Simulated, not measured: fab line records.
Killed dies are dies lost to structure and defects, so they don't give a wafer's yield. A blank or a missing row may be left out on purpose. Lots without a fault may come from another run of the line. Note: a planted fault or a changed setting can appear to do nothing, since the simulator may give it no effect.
Matching of chambers / flow sky130 / SKY_LI_CONTACT_ETCH_15 on rieDiel-02: 4 sister chambers
The step etches PSG in C4F8/O2/Ar, stops on Si, target depth 600 nm. 4 wafers are shown with their chamber, then 10 later ones without.

## WAFERS, EACH WITH ITS CHAMBER
wafer=L083.4; chamber=1; oesProductAu (a.u.)=0.844
wafer=L086.3; chamber=3; oesProductAu (a.u.)=0.846
wafer=L090.1; chamber=2; oesProductAu (a.u.)=0.837
wafer=L090.3; chamber=0; oesProductAu (a.u.)=0.840

## WAFERS WITHOUT THEIR CHAMBER
wafer=L090.4; oesProductAu (a.u.)=0.844
wafer=L095.1; oesProductAu (a.u.)=0.830
wafer=L095.2; oesProductAu (a.u.)=0.834
wafer=L095.5; oesProductAu (a.u.)=0.836
wafer=L096.1; oesProductAu (a.u.)=0.831
wafer=L096.3; oesProductAu (a.u.)=0.841
wafer=L096.4; oesProductAu (a.u.)=0.840
wafer=L097.1; oesProductAu (a.u.)=0.830
wafer=L097.3; oesProductAu (a.u.)=0.836
wafer=L097.4; oesProductAu (a.u.)=0.835

## EACH ONE'S CHAMBER
wafer=L090.4; from the rows above=can't be placed: 1 or 3 or 0 or 2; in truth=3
wafer=L095.1; from the rows above=can't be placed: 2 or 0 or 1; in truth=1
wafer=L095.2; from the rows above=can't be placed: 2 or 0 or 1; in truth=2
wafer=L095.5; from the rows above=can't be placed: 2 or 0 or 1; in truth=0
wafer=L096.1; from the rows above=can't be placed: 2 or 0 or 1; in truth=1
wafer=L096.3; from the rows above=can't be placed: 0 or 1 or 2 or 3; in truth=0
wafer=L096.4; from the rows above=can't be placed: 0 or 2 or 1 or 3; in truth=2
wafer=L097.1; from the rows above=can't be placed: 2 or 0 or 1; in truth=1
wafer=L097.3; from the rows above=can't be placed: 2 or 0 or 1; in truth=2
wafer=L097.4; from the rows above=can't be placed: 2 or 0 or 1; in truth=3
Correct placement for 0 of the 10. Unplaceable from these rows: 10, with the true chamber sitting among the candidates in 9. Placed wrongly: 0.
How it was worked out, from the rows above alone: a wafer's distance from a chamber is the root of the sum, over the readings, of the square of ((its reading less the chamber's mean) divided by the reading's scatter). The wafer belongs to the nearest chamber; if the next one is less than 2 further off, it can't be placed. A chamber's mean is the mean of its shown wafers. The scatter (one wafer shown for each chamber): square how far every hidden wafer sits from the nearest shown wafer, average those squares and take the square root.
